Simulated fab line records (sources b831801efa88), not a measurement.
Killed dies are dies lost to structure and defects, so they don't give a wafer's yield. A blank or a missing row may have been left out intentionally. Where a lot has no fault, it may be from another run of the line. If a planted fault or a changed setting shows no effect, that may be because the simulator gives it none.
Comparing a struck lot with a sound one | flow gf180mcu | 14 out of 602 route steps
Sound: these wafers, L621.2, L621.3, L621.6. The struck wafers were L636.2, L636.3, L636.5. Last of all comes the cause.
Each step with rows lists, per side, the tool, then ch with its chambers, then its first start. Under that, the readings that differ: sound wafers | struck wafers | difference of the means | sigmas: that difference in standard deviations of wafers without a fault.
alike: readings whose means differ by less than 2 such deviations, and words and numbers that are the same on both sides. not compared: withheld readings, readings that some wafer has no value for, bounds like >300 that may hide the same value, and numbers for which the record gives no deviation and whose values overlap.
Wherever a step has rows on one side only, a row that says differs or no value, or a row with sigmas, the two part there. Numbers that have no deviation but don't overlap get no sigmas and don't part them. Lack of a reading on every wafer of one side parts them only where that side has two or more wafers.

first, 4 steps without rows for these wafers: GF_MIM_SOFTBAKE_15 (time 60 s); GF_MIM_EXPOSE_16 (exposes mask FuseTop, target cd 2000 nm); GF_MIM_PEB_17; GF_MIM_DEVELOP_18 (develop time 60 s).
GF_MIM_METAL_ETCH_19: etches the open film in Cl2/BCl3, stops on Si3N4, target depth 324.5 nm, time 54.1 s.
  sound on rie metal-03 ch 0, day 27 17:11; struck on rie metal-01 ch 0, day 31 14:35
  alike: chamber pressure mTorr, drypump motor current A, mfc cl2 sccm, oes product au, throttle valve pct
  not compared: rf hours counter h
GF_MIM_STRIP_20: strips in O2/N2.
  sound on plasma asher-03 ch 0,1, day 27 17:19; struck on plasma asher-04 ch 0,1, day 31 14:41
  alike: chamber pressure mTorr, drypump motor current A, heater power w, oes product au, strip time to endpoint s
  not compared: rf hours counter h
then, 6 steps without rows for these wafers: GF_MIM_STRIP_21 (strips in post etch residue remover, time 1200 s); GF_MIM_CLEAN_22 (cleans in DIW); GF_M5_DEHYDRATE_00 (time 60 s); GF_M5_HMDS_01 (prime time 60 s); GF_M5_COAT_02 (resist thk 1000 nm); GF_M5_SOFTBAKE_03 (time 60 s).
GF_M5_EXPOSE_04: exposes mask Metal5, target cd 280 nm.
  sound on krf scanner-01 ch 0, day 28 03:32; struck on krf scanner-01, day 31 23:39
  no value came back on the struck wafers for exposure dose mJ cm2, focus offset nm (nm), stage vel mm s (mm/s); on the sound wafers exposure dose mJ cm2 reads 28.003 28.003 27.976
  alike: mask
then, 1 step without rows for these wafers: GF_M5_PEB_05 (peb time 90 s).

## WHERE THEY PART
Only at GF_M5_EXPOSE_04, within this record.

WHY: what the simulator had put in
Entire step skipped (krf scanner-01, GF_M5_EXPOSE_04), from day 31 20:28 onward. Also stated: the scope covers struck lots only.
